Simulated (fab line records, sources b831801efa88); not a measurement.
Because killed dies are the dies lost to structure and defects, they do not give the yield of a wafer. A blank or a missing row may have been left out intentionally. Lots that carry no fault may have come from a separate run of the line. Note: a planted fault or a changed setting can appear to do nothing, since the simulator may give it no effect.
What tool caused it? / flow gf180mcu / 72 wafers from 24 lots sampled at 6 of the route's 602 steps

## WHAT THE GAUGES SHOWED, per wafer
GF_HV_LDD_CD_MEAS_19: the cd target is 400 nm.
lot=L074; measured=day 10 23:36; on=cdSem-01; cdNm (nm)=400.5 403.8 402.8
lot=L076; measured=day 11 06:52; on=cdSem-01; cdNm (nm)=400.3 398.3 401.2
lot=L075; measured=day 11 07:02; on=cdSem-01; cdNm (nm)=400.4 400.6 400.6
lot=L077; measured=day 11 23:36; on=cdSem-02; cdNm (nm)=399.4 399.6 399.2
lot=L078; measured=day 12 09:24; on=cdSem-02; cdNm (nm)=400.7 400.7 401.8
lot=L079; measured=day 12 15:24; on=cdSem-01; cdNm (nm)=399.3 399.3 397.3
lot=L081; measured=day 13 00:42; on=cdSem-02; cdNm (nm)=400.9 401.6 402.9
lot=L080; measured=day 13 02:07; on=cdSem-02; cdNm (nm)=396.5 396.5 396.1
lot=L082; measured=day 13 11:28; on=cdSem-02; cdNm (nm)=399.8 398.0 398.5
lot=L083; measured=day 13 20:25; on=cdSem-01; cdNm (nm)=397.7 397.4 399.6
lot=L084; measured=day 14 01:05; on=cdSem-02; cdNm (nm)=397.8 399.4 399.9
lot=L085; measured=day 14 09:42; on=cdSem-02; cdNm (nm)=403.5 402.6 403.1
lot=L086; measured=day 14 12:56; on=cdSem-01; cdNm (nm)=396.6 396.8 396.9
lot=L087; measured=day 14 21:36; on=cdSem-01; cdNm (nm)=405.9 404.0 407.1
lot=L088; measured=day 15 01:11; on=cdSem-01; cdNm (nm)=398.2 400.5 397.4
lot=L089; measured=day 15 15:20; on=cdSem-01; cdNm (nm)=396.3 397.3 399.4
lot=L090; measured=day 15 21:35; on=cdSem-02; cdNm (nm)=396.4 400.5 397.6
lot=L091; measured=day 16 06:32; on=cdSem-02; cdNm (nm)=398.1 396.7 395.9
lot=L092; measured=day 16 08:55; on=cdSem-02; cdNm (nm)=399.1 399.4 399.6
lot=L093; measured=day 16 16:24; on=cdSem-02; cdNm (nm)=400.1 397.5 398.7
lot=L094; measured=day 17 02:44; on=cdSem-01; cdNm (nm)=399.5 402.0 402.5
lot=L095; measured=day 17 06:10; on=cdSem-01; cdNm (nm)=403.2 400.3 400.5
lot=L096; measured=day 17 17:11; on=cdSem-01; cdNm (nm)=401.1 404.1 400.8
lot=L097; measured=day 17 22:35; on=cdSem-02; cdNm (nm)=399.8 399.5 398.9

GF_V4_CD_MEAS_14: the cd target is 260 nm.
lot=L074; measured=day 24 18:32; on=cdSem-02; cdNm (nm)=260.2 259.8 259.2
lot=L076; measured=day 24 23:26; on=cdSem-01; cdNm (nm)=260.1 260.1 261.0
lot=L075; measured=day 25 00:47; on=cdSem-01; cdNm (nm)=258.2 259.5 258.6
lot=L077; measured=day 25 19:56; on=cdSem-02; cdNm (nm)=260.3 260.5 260.7
lot=L078; measured=day 26 04:58; on=cdSem-02; cdNm (nm)=258.5 258.3 257.2
lot=L079; measured=day 26 12:08; on=cdSem-02; cdNm (nm)=259.1 258.9 260.6
lot=L081; measured=day 26 19:50; on=cdSem-01; cdNm (nm)=261.8 260.6 262.4
lot=L080; measured=day 27 00:19; on=cdSem-02; cdNm (nm)=258.8 260.3 260.4
lot=L082; measured=day 27 09:25; on=cdSem-01; cdNm (nm)=259.9 259.5 259.7
lot=L083; measured=day 27 16:19; on=cdSem-01; cdNm (nm)=260.6 260.5 260.3
lot=L084; measured=day 27 23:11; on=cdSem-02; cdNm (nm)=259.8 260.1 259.5
lot=L085; measured=day 28 08:49; on=cdSem-02; cdNm (nm)=261.1 260.4 260.4
lot=L086; measured=day 28 11:02; on=cdSem-02; cdNm (nm)=260.3 260.0 260.4
lot=L087; measured=day 28 18:17; on=cdSem-02; cdNm (nm)=258.2 259.5 260.5
lot=L088; measured=day 28 20:56; on=cdSem-02; cdNm (nm)=257.5 257.2 257.6
lot=L089; measured=day 29 06:17; on=cdSem-02; cdNm (nm)=260.6 260.2 261.2
lot=L090; measured=day 29 13:02; on=cdSem-02; cdNm (nm)=261.5 261.2 260.8
lot=L091; measured=day 29 23:55; on=cdSem-01; cdNm (nm)=259.5 260.0 259.3
lot=L092; measured=day 30 03:10; on=cdSem-02; cdNm (nm)=258.7 261.1 260.7
lot=L093; measured=day 30 05:04; on=cdSem-01; cdNm (nm)=258.9 258.9 258.5
lot=L094; measured=day 30 14:50; on=cdSem-02; cdNm (nm)=260.0 260.5 260.9
lot=L095; measured=day 30 17:01; on=cdSem-01; cdNm (nm)=260.0 260.4 260.7
lot=L096; measured=day 31 02:35; on=cdSem-02; cdNm (nm)=259.2 258.7 259.0
lot=L097; measured=day 31 08:05; on=cdSem-01; cdNm (nm)=260.1 259.5 259.0

GF_V5_OVL_MEAS_15.
lot=L074; measured=day 27 12:24; on=overlay-02; V5_OVL (nm)=7 -1 2
lot=L076; measured=day 27 18:07; on=overlay-01; V5_OVL (nm)=-1 -4 2
lot=L075; measured=day 27 18:32; on=overlay-02; V5_OVL (nm)=-3 -3 1
lot=L077; measured=day 28 12:52; on=overlay-01; V5_OVL (nm)=1 1 -5
lot=L078; measured=day 28 20:25; on=overlay-01; V5_OVL (nm)=3 1 -1
lot=L079; measured=day 29 03:46; on=overlay-02; V5_OVL (nm)=0 -10 -4
lot=L081; measured=day 29 11:02; on=overlay-01; V5_OVL (nm)=4 0 -4
lot=L080; measured=day 29 15:15; on=overlay-01; V5_OVL (nm)=-2 -5 0
lot=L082; measured=day 29 23:25; on=overlay-01; V5_OVL (nm)=1 -9 -2
lot=L083; measured=day 30 05:54; on=overlay-01; V5_OVL (nm)=-12 -10 -8
lot=L084; measured=day 30 10:13; on=overlay-02; V5_OVL (nm)=3 -1 -2
lot=L085; measured=day 30 20:15; on=overlay-01; V5_OVL (nm)=2 -6 -5
lot=L086; measured=day 30 22:45; on=overlay-01; V5_OVL (nm)=-9 -18 -10
lot=L087; measured=day 31 06:12; on=overlay-02; V5_OVL (nm)=-5 -4 -3
lot=L088; measured=day 31 09:10; on=overlay-02; V5_OVL (nm)=-8 -11 4
lot=L089; measured=day 31 17:27; on=overlay-02; V5_OVL (nm)=-15 -13 -12
lot=L090; measured=day 31 23:05; on=overlay-02; V5_OVL (nm)=-1 -1 -6
lot=L091; measured=day 32 08:16; on=overlay-02; V5_OVL (nm)=-4 -8 -8
lot=L092; measured=day 32 12:03; on=overlay-01; V5_OVL (nm)=-1 -5 -3
lot=L093; measured=day 32 13:25; on=overlay-01; V5_OVL (nm)=0 0 -3
lot=L094; measured=day 32 22:47; on=overlay-02; V5_OVL (nm)=3 4 5
lot=L095; measured=day 32 23:34; on=overlay-02; V5_OVL (nm)=-4 -5 -6
lot=L096; measured=day 33 09:16; on=overlay-02; V5_OVL (nm)=-9 -15 -9
lot=L097; measured=day 33 12:38; on=overlay-02; V5_OVL (nm)=-4 -10 -9

## TOOL THAT RAN EACH LOT (tool first, then ch and the chambers of the sampled wafers, then the start)
lot=L074; GF_M3_SPUTTER_03=pvdSputter-01, day 20 16:31; GF_M5_ETCH_09=rieDiel-01 ch 1,2,3, day 26 15:03; GF_V5_CMP_04=cmp-01 ch 0,1,2, day 26 16:07
lot=L076; GF_M3_SPUTTER_03=pvdSputter-01, day 20 23:58; GF_M5_ETCH_09=rieDiel-01 ch 1,2, day 26 20:39; GF_V5_CMP_04=cmp-02 ch 0,1, day 26 21:37
lot=L075; GF_M3_SPUTTER_03=pvdSputter-01, day 21 01:07; GF_M5_ETCH_09=rieDiel-04 ch 2,3, day 26 21:00; GF_V5_CMP_04=cmp-02 ch 1,2, day 26 22:00
lot=L077; GF_M3_SPUTTER_03=pvdSputter-04, day 21 21:17; GF_M5_ETCH_09=rieDiel-03 ch 2,3, day 27 15:30; GF_V5_CMP_04=cmp-01 ch 0,1,3, day 27 16:35
lot=L078; GF_M3_SPUTTER_03=pvdSputter-01, day 22 08:28; GF_M5_ETCH_09=rieDiel-04 ch 1,2,3, day 28 00:03; GF_V5_CMP_04=cmp-02 ch 0,1, day 28 01:06
lot=L079; GF_M3_SPUTTER_03=pvdSputter-02, day 22 16:56; GF_M5_ETCH_09=rieDiel-03 ch 0,1,3, day 28 06:38; GF_V5_CMP_04=cmp-02 ch 0,1,2, day 28 07:40
lot=L081; GF_M3_SPUTTER_03=pvdSputter-01, day 22 23:30; GF_M5_ETCH_09=rieDiel-03 ch 0,1,2, day 28 14:03; GF_V5_CMP_04=cmp-01 ch 1,2, day 28 15:01
lot=L080; GF_M3_SPUTTER_03=pvdSputter-02, day 23 05:47; GF_M5_ETCH_09=rieDiel-01 ch 0,1,3, day 28 18:34; GF_V5_CMP_04=cmp-01 ch 1,2,3, day 28 19:38
lot=L082; GF_M3_SPUTTER_03=pvdSputter-04, day 23 15:19; GF_M5_ETCH_09=rieDiel-01 ch 1,2,3, day 29 03:06; GF_V5_CMP_04=cmp-02 ch 2,3, day 29 04:26
lot=L083; GF_M3_SPUTTER_03=pvdSputter-04, day 23 23:25; GF_M5_ETCH_09=rieDiel-03 ch 0,1,2, day 29 09:30; GF_V5_CMP_04=cmp-01 ch 0,1,3, day 29 10:35
lot=L084; GF_M3_SPUTTER_03=pvdSputter-02, day 24 08:06; GF_M5_ETCH_09=rieDiel-03 ch 1,2, day 29 14:12; GF_V5_CMP_04=cmp-01 ch 1,2,3, day 29 15:12
lot=L085; GF_M3_SPUTTER_03=pvdSputter-01, day 24 16:45; GF_M5_ETCH_09=rieDiel-01 ch 0,1,2, day 30 00:27; GF_V5_CMP_04=cmp-01 ch 0,1,2, day 30 01:38
lot=L086; GF_M3_SPUTTER_03=pvdSputter-04, day 24 20:34; GF_M5_ETCH_09=rieDiel-04 ch 0,2,3, day 30 03:00; GF_V5_CMP_04=cmp-01 ch 0,3, day 30 03:58
lot=L087; GF_M3_SPUTTER_03=pvdSputter-01, day 25 03:49; GF_M5_ETCH_09=rieDiel-04 ch 0,1,3, day 30 10:30; GF_V5_CMP_04=cmp-01 ch 1,2,3, day 30 11:30
lot=L088; GF_M3_SPUTTER_03=pvdSputter-02, day 25 06:33; GF_M5_ETCH_09=rieDiel-03 ch 1,2,3, day 30 13:57; GF_V5_CMP_04=cmp-01 ch 1,3, day 30 14:54
lot=L089; GF_M3_SPUTTER_03=pvdSputter-02, day 25 17:22; GF_M5_ETCH_09=rieDiel-04 ch 1,3, day 30 22:26; GF_V5_CMP_04=cmp-01 ch 1,2, day 30 23:23
lot=L090; GF_M3_SPUTTER_03=pvdSputter-02, day 26 01:19; GF_M5_ETCH_09=rieDiel-01 ch 1,2,3, day 31 03:48; GF_V5_CMP_04=cmp-01 ch 0,2, day 31 04:47
lot=L091; GF_M3_SPUTTER_03=pvdSputter-02, day 26 12:17; GF_M5_ETCH_09=rieDiel-01 ch 0,1,3, day 31 13:59; GF_V5_CMP_04=cmp-02 ch 0,1,3, day 31 15:00
lot=L092; GF_M3_SPUTTER_03=pvdSputter-01, day 26 15:11; GF_M5_ETCH_09=rieDiel-03 ch 1,3, day 31 17:44; GF_V5_CMP_04=cmp-01 ch 0,2,3, day 31 18:55
lot=L093; GF_M3_SPUTTER_03=pvdSputter-04, day 26 18:34; GF_M5_ETCH_09=rieDiel-04 ch 1,2, day 31 18:59; GF_V5_CMP_04=cmp-01 ch 0,1, day 31 20:01
lot=L094; GF_M3_SPUTTER_03=pvdSputter-02, day 27 06:49; GF_M5_ETCH_09=rieDiel-01 ch 1,3, day 32 04:53; GF_V5_CMP_04=cmp-01 ch 1,3, day 32 05:52
lot=L095; GF_M3_SPUTTER_03=pvdSputter-01, day 27 07:06; GF_M5_ETCH_09=rieDiel-03 ch 0,2,3, day 32 06:06; GF_V5_CMP_04=cmp-01 ch 0,2,3, day 32 07:07
lot=L096; GF_M3_SPUTTER_03=pvdSputter-04, day 27 17:29; GF_M5_ETCH_09=rieDiel-01 ch 0,2,3, day 32 15:27; GF_V5_CMP_04=cmp-01 ch 0,2, day 32 16:29
lot=L097; GF_M3_SPUTTER_03=pvdSputter-02, day 28 00:38; GF_M5_ETCH_09=rieDiel-04 ch 0,1,2, day 32 19:24; GF_V5_CMP_04=cmp-02 ch 1,2,3, day 32 20:23
- GF_M3_SPUTTER_03: material Ti, target thk 10 nm, time 6.7 s.
- GF_M5_ETCH_09: etches Si3N4 in CF4/O2, target depth 52 nm, time 11.6 s.
- GF_V5_CMP_04: polishes SiO2.

## WHAT THE TOOLS THEMSELVES READ (means of the sampled wafers that have a number; where no wafer has one, the mark that the record gives instead)
GF_M3_SPUTTER_03.
lot=L074; tool=pvdSputter-01; throttleValvePct (%)=30.1
lot=L076; tool=pvdSputter-01; throttleValvePct (%)=29.4
lot=L075; tool=pvdSputter-01; throttleValvePct (%)=29.3
lot=L077; tool=pvdSputter-04; throttleValvePct (%)=30.2
lot=L078; tool=pvdSputter-01; throttleValvePct (%)=30.0
lot=L079; tool=pvdSputter-02; throttleValvePct (%)=30.2
lot=L081; tool=pvdSputter-01; throttleValvePct (%)=30.5
lot=L080; tool=pvdSputter-02; throttleValvePct (%)=29.2
lot=L082; tool=pvdSputter-04; throttleValvePct (%)=30.4
lot=L083; tool=pvdSputter-04; throttleValvePct (%)=30.9
lot=L084; tool=pvdSputter-02; throttleValvePct (%)=29.5
lot=L085; tool=pvdSputter-01; throttleValvePct (%)=30.0
lot=L086; tool=pvdSputter-04; throttleValvePct (%)=30.1
lot=L087; tool=pvdSputter-01; throttleValvePct (%)=29.9
lot=L088; tool=pvdSputter-02; throttleValvePct (%)=30.0
lot=L089; tool=pvdSputter-02; throttleValvePct (%)=30.7
lot=L090; tool=pvdSputter-02; throttleValvePct (%)=30.3
lot=L091; tool=pvdSputter-02; throttleValvePct (%)=30.0
lot=L092; tool=pvdSputter-01; throttleValvePct (%)=29.8
lot=L093; tool=pvdSputter-04; throttleValvePct (%)=30.4
lot=L094; tool=pvdSputter-02; throttleValvePct (%)=29.7
lot=L095; tool=pvdSputter-01; throttleValvePct (%)=29.2
lot=L096; tool=pvdSputter-04; throttleValvePct (%)=30.5
lot=L097; tool=pvdSputter-02; throttleValvePct (%)=30.1

GF_M5_ETCH_09.
lot=L074; tool=rieDiel-01; O2_flow_sccm (sccm)=9.98; biasW (W)=150.0; drypumpMotorCurrentA (A)=5.2; oesProductAu (a.u.)=1.010; throttleValvePct (%)=5.973
lot=L076; tool=rieDiel-01; O2_flow_sccm (sccm)=9.99; biasW (W)=150.3; drypumpMotorCurrentA (A)=5.3; oesProductAu (a.u.)=1.011; throttleValvePct (%)=5.974
lot=L075; tool=rieDiel-04; O2_flow_sccm (sccm)=10.02; biasW (W)=150.0; drypumpMotorCurrentA (A)=5.9; oesProductAu (a.u.)=0.998; throttleValvePct (%)=5.964
lot=L077; tool=rieDiel-03; O2_flow_sccm (sccm)=9.99; biasW (W)=150.0; drypumpMotorCurrentA (A)=6.0; oesProductAu (a.u.)=0.999; throttleValvePct (%)=5.975
lot=L078; tool=rieDiel-04; O2_flow_sccm (sccm)=10.05; biasW (W)=150.2; drypumpMotorCurrentA (A)=5.7; oesProductAu (a.u.)=0.983; throttleValvePct (%)=5.956
lot=L079; tool=rieDiel-03; O2_flow_sccm (sccm)=9.98; biasW (W)=150.3; drypumpMotorCurrentA (A)=6.0; oesProductAu (a.u.)=1.002; throttleValvePct (%)=5.980
lot=L081; tool=rieDiel-03; O2_flow_sccm (sccm)=10.02; biasW (W)=150.1; drypumpMotorCurrentA (A)=5.6; oesProductAu (a.u.)=1.001; throttleValvePct (%)=5.977
lot=L080; tool=rieDiel-01; O2_flow_sccm (sccm)=9.97; biasW (W)=149.6; drypumpMotorCurrentA (A)=5.5; oesProductAu (a.u.)=1.016; throttleValvePct (%)=5.979
lot=L082; tool=rieDiel-01; O2_flow_sccm (sccm)=10.01; biasW (W)=150.4; drypumpMotorCurrentA (A)=5.2; oesProductAu (a.u.)=1.013; throttleValvePct (%)=5.976
lot=L083; tool=rieDiel-03; O2_flow_sccm (sccm)=10.02; biasW (W)=149.9; drypumpMotorCurrentA (A)=5.6; oesProductAu (a.u.)=0.996; throttleValvePct (%)=5.973
lot=L084; tool=rieDiel-03; O2_flow_sccm (sccm)=9.98; biasW (W)=149.8; drypumpMotorCurrentA (A)=5.5; oesProductAu (a.u.)=0.998; throttleValvePct (%)=5.967
lot=L085; tool=rieDiel-01; O2_flow_sccm (sccm)=10.01; biasW (W)=150.2; drypumpMotorCurrentA (A)=5.5; oesProductAu (a.u.)=1.002; throttleValvePct (%)=5.973
lot=L086; tool=rieDiel-04; O2_flow_sccm (sccm)=10.00; biasW (W)=149.6; drypumpMotorCurrentA (A)=5.7; oesProductAu (a.u.)=1.003; throttleValvePct (%)=5.965
lot=L087; tool=rieDiel-04; O2_flow_sccm (sccm)=10.01; biasW (W)=149.7; drypumpMotorCurrentA (A)=5.5; oesProductAu (a.u.)=0.998; throttleValvePct (%)=5.969
lot=L088; tool=rieDiel-03; O2_flow_sccm (sccm)=10.00; biasW (W)=150.1; drypumpMotorCurrentA (A)=5.9; oesProductAu (a.u.)=1.006; throttleValvePct (%)=5.983
lot=L089; tool=rieDiel-04; O2_flow_sccm (sccm)=9.99; biasW (W)=149.9; drypumpMotorCurrentA (A)=5.4; oesProductAu (a.u.)=0.993; throttleValvePct (%)=5.969
lot=L090; tool=rieDiel-01; O2_flow_sccm (sccm)=9.98; biasW (W)=149.9; drypumpMotorCurrentA (A)=5.2; oesProductAu (a.u.)=0.996; throttleValvePct (%)=5.967
lot=L091; tool=rieDiel-01; O2_flow_sccm (sccm)=10.02; biasW (W)=150.3; drypumpMotorCurrentA (A)=5.5; oesProductAu (a.u.)=1.016; throttleValvePct (%)=5.979
lot=L092; tool=rieDiel-03; O2_flow_sccm (sccm)=10.05; biasW (W)=150.5; drypumpMotorCurrentA (A)=5.9; oesProductAu (a.u.)=1.004; throttleValvePct (%)=5.980
lot=L093; tool=rieDiel-04; O2_flow_sccm (sccm)=10.01; biasW (W)=149.9; drypumpMotorCurrentA (A)=5.4; oesProductAu (a.u.)=0.995; throttleValvePct (%)=5.959
lot=L094; tool=rieDiel-01; O2_flow_sccm (sccm)=9.99; biasW (W)=150.5; drypumpMotorCurrentA (A)=5.3; oesProductAu (a.u.)=1.010; throttleValvePct (%)=5.969
lot=L095; tool=rieDiel-03; O2_flow_sccm (sccm)=9.99; biasW (W)=149.9; drypumpMotorCurrentA (A)=6.0; oesProductAu (a.u.)=1.010; throttleValvePct (%)=5.987
lot=L096; tool=rieDiel-01; O2_flow_sccm (sccm)=9.98; biasW (W)=150.2; drypumpMotorCurrentA (A)=5.4; oesProductAu (a.u.)=1.002; throttleValvePct (%)=5.966
lot=L097; tool=rieDiel-04; O2_flow_sccm (sccm)=9.99; biasW (W)=150.1; drypumpMotorCurrentA (A)=5.6; oesProductAu (a.u.)=1.009; throttleValvePct (%)=5.970

GF_V5_CMP_04.
lot=L074; tool=cmp-01; motorCurrentA (A)=12.4
lot=L076; tool=cmp-02; motorCurrentA (A)=13.6
lot=L075; tool=cmp-02; motorCurrentA (A)=12.4
lot=L077; tool=cmp-01; motorCurrentA (A)=11.4
lot=L078; tool=cmp-02; motorCurrentA (A)=13.5
lot=L079; tool=cmp-02; motorCurrentA (A)=13.0
lot=L081; tool=cmp-01; motorCurrentA (A)=12.9
lot=L080; tool=cmp-01; motorCurrentA (A)=12.4
lot=L082; tool=cmp-02; motorCurrentA (A)=12.2
lot=L083; tool=cmp-01; motorCurrentA (A)=11.5
lot=L084; tool=cmp-01; motorCurrentA (A)=12.5
lot=L085; tool=cmp-01; motorCurrentA (A)=12.1
lot=L086; tool=cmp-01; motorCurrentA (A)=11.1
lot=L087; tool=cmp-01; motorCurrentA (A)=12.1
lot=L088; tool=cmp-01; motorCurrentA (A)=11.5
lot=L089; tool=cmp-01; motorCurrentA (A)=12.7
lot=L090; tool=cmp-01; motorCurrentA (A)=12.5
lot=L091; tool=cmp-02; motorCurrentA (A)=12.6
lot=L092; tool=cmp-01; motorCurrentA (A)=11.7
lot=L093; tool=cmp-01; motorCurrentA (A)=11.7
lot=L094; tool=cmp-01; motorCurrentA (A)=12.0
lot=L095; tool=cmp-01; motorCurrentA (A)=11.6
lot=L096; tool=cmp-01; motorCurrentA (A)=11.9
lot=L097; tool=cmp-02; motorCurrentA (A)=12.7

## THE ANSWER, worked out from the rows above alone
Rule: the lots themselves supply what counts as usual. The widest of any qualifying gaps counts: lots, ordered by their means at a reading, are off when they make up no more than a third of the lots, leave a main group of 4 or more, and stand apart from it by 3 or more times the standard deviation of that group's means. If all means in a main group match to the digits the tables above print for the reading, that group is not used. A lot without any number at a reading at which 4 lots or more have one is off too. Any other lot the step has rows for is counted as sound. After the gauges, taken in route order, come the tools' own readings; for these a lot's mean is taken, as printed above. The first step at which some lot is off is used, and at that step the reading that is off furthest; a lot without a number counts as furthest.
Across all readings shown, no lot is off: no conclusion can be drawn from this.

## WHAT WAS PUT IN BY THE SIMULATOR
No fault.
